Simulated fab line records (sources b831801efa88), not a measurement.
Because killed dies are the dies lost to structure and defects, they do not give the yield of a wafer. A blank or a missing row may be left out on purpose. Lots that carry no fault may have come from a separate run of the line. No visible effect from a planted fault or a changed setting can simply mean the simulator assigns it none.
The same fault as seen by 2 desks + flow sky130 + only its own numbers are on each desk; what lay behind them is given at the end

AT THE METROLOGY DESK
Means of the sampled wafers that have a number, per lot and without regard to the tool the lot ran on: this is what the gauges read. A lot is out of limits, marked OUT, if its mean lies more than 4 standard deviations from the usual mean; the brackets give that distance.
Columns: A = CAP2M_CVD_00_THK at SKY_CAP2M_THK_MEAS_01, usual 15.47 nm; B = CAP2M_TIN_RS at SKY_CAP2M_RS_MEAS_03, usual 6.88 ohm/sq; C = CAP2M_TIN_THK at SKY_CAP2M_THK_MEAS_04, usual 197.0 nm; D = CAP2M_OVL at SKY_CAP2M_OVL_MEAS_12, usual 1.2 nm
| lot  | first seen here | A     | B    | C     | D   |
|------|-----------------|-------|------|-------|-----|
| L772 | day 39 20:25    | 15.57 | 7.00 | 193.9 | 1.0 |
| L774 | day 40 22:05    | 15.58 | 6.90 | 198.4 | 2.7 |
| L777 | day 41 13:04    | 15.61 | 6.85 | 196.8 | 1.4 |
| L778 | day 41 17:50    | 15.34 | 6.85 | 198.1 | 1.7 |
| L785 | day 43 21:28    | 15.33 | 6.82 | 198.0 | 0.9 |
| L792 | day 45 15:06    | 15.59 | 6.91 | 194.4 | 2.7 |
| L794 | day 46 11:51    | 15.24 | 6.91 | 195.6 | 1.7 |
Finding of this desk: none of the 7 lots has anything out of limits.

TOOL OWNER'S DESK, litho_track-01
Per lot that ran on this tool, the mean of the sampled wafers carrying a number, from the tool's own readings at SKY_CAP2M_SOFTBAKE_08 (time 60 s). A lot is out of limits, marked OUT, if its mean lies more than 4 standard deviations from the usual mean; the brackets give that distance.
Columns: A = heater_power_total_W at SKY_CAP2M_SOFTBAKE_08, usual 56.60 W; B = plate_temp_C at SKY_CAP2M_SOFTBAKE_08, usual 90.00 C
| lot  | first seen here | A               | B               |
|------|-----------------|-----------------|-----------------|
| L772 | day 40 09:38    | 56.63           | 90.03           |
| L774 | day 41 10:37    | 54.85 (-34) OUT | 87.95 (-17) OUT |
| L777 | day 42 01:13    | 54.70 (-37) OUT | 87.74 (-19) OUT |
| L778 | day 42 05:31    | 54.82 (-34) OUT | 87.84 (-18) OUT |
Finding of this desk: L774, L777, L778 out of limits; the first was L774 at day 41 10:37, on heater_power_total_W at SKY_CAP2M_SOFTBAKE_08. In limits: L772.

BROUGHT TOGETHER
The tool owner's desk could have raised an alarm at day 41 10:37, on L774, L777, L778.
The metrology desk saw nothing out of limits.
The metrology desk holds a record of L774, L777, L778, inside its limits.
On litho_track-01, each named lot ran SKY_CAP2M_SOFTBAKE_08.

WHAT HAD BEEN PUT IN BY THE SIMULATOR
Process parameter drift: litho_track-01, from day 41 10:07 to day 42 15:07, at SKY_CAP2M_SOFTBAKE_08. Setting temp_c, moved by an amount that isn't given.
Struck lots among those shown: L774, L777, L778.
Time in hours from fault onset to the first out-of-limits reading at each desk: the tool owner's desk, 0.
